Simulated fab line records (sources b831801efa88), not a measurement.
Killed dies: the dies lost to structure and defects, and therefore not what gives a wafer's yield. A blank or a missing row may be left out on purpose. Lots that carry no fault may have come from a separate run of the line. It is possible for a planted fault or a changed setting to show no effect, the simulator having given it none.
Which tool was responsible? / flow sky130 / 14 lots with 41 wafers sampled at 4 steps, on a route of 708 steps

WHAT THE GAUGES READ, wafer by wafer
SKY_NWELL_RS_MEAS_31: uses a four-point probe to measure. Usual: PWDE_RS gives 5278 ohm/sq (standard deviation 20).
lot=L264; measured=day 5 05:19; on=film metro-01; PWDE_RS (ohm/sq)=5297 5289 5282; flag=
lot=L265; measured=day 5 17:29; on=film metro-01; PWDE_RS (ohm/sq)=5277 5259 5274; flag=
lot=L266; measured=day 5 22:31; on=film metro-03; PWDE_RS (ohm/sq)=5282 5274 5266; flag=
lot=L267; measured=day 6 05:10; on=film metro-01; PWDE_RS (ohm/sq)=5259 5287 5273; flag=
lot=L269; measured=day 6 16:10; on=film metro-03; PWDE_RS (ohm/sq)=5281 5268 5290; flag=
lot=L270; measured=day 6 23:37; on=film metro-01; PWDE_RS (ohm/sq)=5287 5294 5278; flag=
lot=L271; measured=day 7 00:18; on=film metro-03; PWDE_RS (ohm/sq)=5296 5287 5287; flag=
lot=L272; measured=day 7 08:04; on=film metro-03; PWDE_RS (ohm/sq)=5290 5287 5300; flag=
lot=L278; measured=day 9 00:07; on=film metro-03; PWDE_RS (ohm/sq)=5286 5268; flag=
lot=L280; measured=day 9 14:31; on=film metro-03; PWDE_RS (ohm/sq)=5257 5272 5268; flag=
lot=L281; measured=day 9 18:02; on=film metro-02; PWDE_RS (ohm/sq)=5301 5315 5322; flag=
lot=L285; measured=day 10 13:53; on=film metro-01; PWDE_RS (ohm/sq)=5275 5261 5268; flag=
lot=L286; measured=day 10 21:35; on=film metro-02; PWDE_RS (ohm/sq)=5304 5305 5291; flag=
lot=L287; measured=day 11 02:58; on=film metro-01; PWDE_RS (ohm/sq)=5283 5286 5290; flag=

SKY_METAL1_OVL_MEAS_16. Usual: METAL1_OVL gives 1 nm (standard deviation 4.5).
lot=L264; measured=day 32 10:29; on=overlay-01; METAL1_OVL (nm)=5 3 7; flag=
lot=L265; measured=day 33 03:36; on=overlay-02; METAL1_OVL (nm)=1 8 -3; flag=
lot=L266; measured=day 33 13:55; on=overlay-02; METAL1_OVL (nm)=1 4 -4; flag=
lot=L267; measured=day 33 20:58; on=overlay-01; METAL1_OVL (nm)=-1 9 5; flag=
lot=L269; measured=day 34 14:26; on=overlay-01; METAL1_OVL (nm)=0 0 6; flag=
lot=L270; measured=day 34 21:52; on=overlay-01; METAL1_OVL (nm)=-1 -6 1; flag=
lot=L271; measured=day 35 13:26; on=overlay-01; METAL1_OVL (nm)=2 3 -8; flag=
lot=L272; measured=day 35 13:11; on=overlay-02; METAL1_OVL (nm)=6 5 6; flag=
lot=L278; measured=day 37 12:04; on=overlay-02; METAL1_OVL (nm)=-7 -5; flag=
lot=L280; measured=day 38 06:19; on=overlay-01; METAL1_OVL (nm)=1 0 0; flag=
lot=L281; measured=day 38 07:47; on=overlay-01; METAL1_OVL (nm)=11 -2 2; flag=
lot=L285; measured=day 39 06:16; on=overlay-01; METAL1_OVL (nm)=-3 1 -3; flag=
lot=L286; measured=day 39 14:41; on=overlay-01; METAL1_OVL (nm)=3 2 -2; flag=
lot=L287; measured=day 39 21:22; on=overlay-01; METAL1_OVL (nm)=2 -2 -3; flag=

EACH LOT AND THE TOOL THAT RAN IT (in order: tool; ch and the chambers of the sampled wafers; start)
lot=L264; SKY_LI_CONTACT_CMP_02=cmp-02 ch 0,1,2, day 27 12:55; SKY_CONTACT_CMP_27=cmp-02 ch 0,3, day 31 06:11
lot=L265; SKY_LI_CONTACT_CMP_02=cmp-02 ch 1,2, day 28 05:46; SKY_CONTACT_CMP_27=cmp-02 ch 0,2,3, day 31 23:47
lot=L266; SKY_LI_CONTACT_CMP_02=cmp-02 ch 0,2,3, day 28 18:33; SKY_CONTACT_CMP_27=cmp-01 ch 0,1,3, day 32 10:07
lot=L267; SKY_LI_CONTACT_CMP_02=cmp-01 ch 1,2, day 29 02:10; SKY_CONTACT_CMP_27=cmp-01 ch 2,3, day 32 17:42
lot=L269; SKY_LI_CONTACT_CMP_02=cmp-01 ch 0,2,3, day 29 20:13; SKY_CONTACT_CMP_27=cmp-02 ch 0,1,2, day 33 11:28
lot=L270; SKY_LI_CONTACT_CMP_02=cmp-02 ch 0,1,3, day 30 04:18; SKY_CONTACT_CMP_27=cmp-02 ch 0,1,2, day 33 18:46
lot=L271; SKY_LI_CONTACT_CMP_02=cmp-02 ch 1,2, day 30 21:38; SKY_CONTACT_CMP_27=cmp-02 ch 0,3, day 34 10:33
lot=L272; SKY_LI_CONTACT_CMP_02=cmp-02 ch 0,1,3, day 30 20:05; SKY_CONTACT_CMP_27=cmp-01 ch 0,2,3, day 34 09:55
lot=L278; SKY_LI_CONTACT_CMP_02=cmp-02 ch 1,2, day 32 21:35; SKY_CONTACT_CMP_27=cmp-01 ch 2,3, day 36 09:36
lot=L280; SKY_LI_CONTACT_CMP_02=cmp-02 ch 0,3, day 33 17:11; SKY_CONTACT_CMP_27=cmp-01 ch 0,1,3, day 37 04:25
lot=L281; SKY_LI_CONTACT_CMP_02=cmp-01 ch 0,1,2, day 33 18:43; SKY_CONTACT_CMP_27=cmp-01 ch 0,2,3, day 37 05:43
lot=L285; SKY_LI_CONTACT_CMP_02=cmp-01 ch 2,3, day 34 17:18; SKY_CONTACT_CMP_27=cmp-01 ch 2,3, day 38 04:01
lot=L286; SKY_LI_CONTACT_CMP_02=cmp-01 ch 0,1, day 35 02:49; SKY_CONTACT_CMP_27=cmp-02 ch 0,3, day 38 13:15
lot=L287; SKY_LI_CONTACT_CMP_02=cmp-01 ch 0,1,2, day 35 09:56; SKY_CONTACT_CMP_27=cmp-01 ch 0,1,2, day 38 20:11
- SKY_LI_CONTACT_CMP_02: polishes PSG.
- SKY_CONTACT_CMP_27: polishes, stops on SiO2, t overpolish 15 s, target thk 0 nm.

AS READ BY THE TOOLS THEMSELVES (means over the sampled wafers that have a number; for cases with no such wafer, the mark the record gives instead)
SKY_LI_CONTACT_CMP_02. Usual: motor current A 12.1 A, standard deviation 0.91; time to endpoint s 32.2 s, standard deviation 2.6.
lot=L264; tool=cmp-02; motor current A (A)=12.3; time to endpoint s (s)=32.2; flag=
lot=L265; tool=cmp-02; motor current A (A)=12.1; time to endpoint s (s)=33.0; flag=
lot=L266; tool=cmp-02; motor current A (A)=12.2; time to endpoint s (s)=34.1; flag=
lot=L267; tool=cmp-01; motor current A (A)=12.2; time to endpoint s (s)=30.5; flag=
lot=L269; tool=cmp-01; motor current A (A)=11.0; time to endpoint s (s)=31.2; flag=
lot=L270; tool=cmp-02; motor current A (A)=12.4; time to endpoint s (s)=32.4; flag=
lot=L271; tool=cmp-02; motor current A (A)=12.9; time to endpoint s (s)=31.0; flag=
lot=L272; tool=cmp-02; motor current A (A)=13.1; time to endpoint s (s)=32.7; flag=
lot=L278; tool=cmp-02; motor current A (A)=11.8; time to endpoint s (s)=19.1; flag=OFF
lot=L280; tool=cmp-02; motor current A (A)=12.4; time to endpoint s (s)=17.6; flag=OFF
lot=L281; tool=cmp-01; motor current A (A)=12.2; time to endpoint s (s)=28.6; flag=
lot=L285; tool=cmp-01; motor current A (A)=11.4; time to endpoint s (s)=31.3; flag=
lot=L286; tool=cmp-01; motor current A (A)=12.6; time to endpoint s (s)=29.3; flag=
lot=L287; tool=cmp-01; motor current A (A)=11.6; time to endpoint s (s)=33.1; flag=

SKY_CONTACT_CMP_27. Usual: motor current A 11.0 A, standard deviation 0.79; overpolish run s 14.999 s, standard deviation 0.0086; time to endpoint s 81 s, standard deviation 3.7.
lot=L264; tool=cmp-02; motor current A (A)=11.0; overpolish run s (s)=14.998; time to endpoint s (s)=81; flag=
lot=L265; tool=cmp-02; motor current A (A)=11.2; overpolish run s (s)=15.001; time to endpoint s (s)=78; flag=
lot=L266; tool=cmp-01; motor current A (A)=11.2; overpolish run s (s)=15.002; time to endpoint s (s)=80; flag=
lot=L267; tool=cmp-01; motor current A (A)=10.1; overpolish run s (s)=14.994; time to endpoint s (s)=80; flag=
lot=L269; tool=cmp-02; motor current A (A)=11.7; overpolish run s (s)=14.996; time to endpoint s (s)=79; flag=
lot=L270; tool=cmp-02; motor current A (A)=11.2; overpolish run s (s)=15.000; time to endpoint s (s)=85; flag=
lot=L271; tool=cmp-02; motor current A (A)=11.3; overpolish run s (s)=15.000; time to endpoint s (s)=84; flag=
lot=L272; tool=cmp-01; motor current A (A)=10.7; overpolish run s (s)=14.999; time to endpoint s (s)=80; flag=
lot=L278; tool=cmp-01; motor current A (A)=10.2; overpolish run s (s)=15.000; time to endpoint s (s)=78; flag=
lot=L280; tool=cmp-01; motor current A (A)=11.3; overpolish run s (s)=14.994; time to endpoint s (s)=80; flag=
lot=L281; tool=cmp-01; motor current A (A)=10.1; overpolish run s (s)=14.995; time to endpoint s (s)=79; flag=
lot=L285; tool=cmp-01; motor current A (A)=10.7; overpolish run s (s)=14.994; time to endpoint s (s)=80; flag=
lot=L286; tool=cmp-02; motor current A (A)=11.4; overpolish run s (s)=15.014; time to endpoint s (s)=83; flag=
lot=L287; tool=cmp-01; motor current A (A)=11.0; overpolish run s (s)=15.002; time to endpoint s (s)=84; flag=

THE ANSWER, worked out from the rows above alone
Rule: lot off if the mean of its wafers having a number is beyond 3 standard deviations from the usual mean. Also off: a lot with no number at a reading for which 4 or more lots have one. Any other lot the step has rows for is counted as sound. After the gauges, taken in route order, come the tools' own readings; for these a lot's mean is taken, as printed above. At the first step where some lot is off, the reading lying furthest off is the one used; lots without a number count as furthest.
Off at SKY_LI_CONTACT_CMP_02 (time to endpoint s): L278, L280.
A tool fits if, at that step or a process step before it, it ran every lot that is off, and no sound lot after the first of them. One fits: SKY_LI_CONTACT_CMP_02 on cmp-02. Its last sound lot is L271 (day 30 21:38), its first lot that is off L278 (day 32 21:35): a fault that began between those two fits.
The tool's own readings at SKY_LI_CONTACT_CMP_02 bear it out: on the lots that are off they differ by more than 5 times the standard deviation of the sound lots' means. time to endpoint s reads 18.4 s there against 31.6 s on the sound lots.

WHAT THE SIMULATOR PUT IN
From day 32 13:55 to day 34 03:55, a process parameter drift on cmp-02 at SKY_LI_CONTACT_CMP_02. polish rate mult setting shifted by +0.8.
Shown lots that were struck: L278, L280. The rule above found the same.
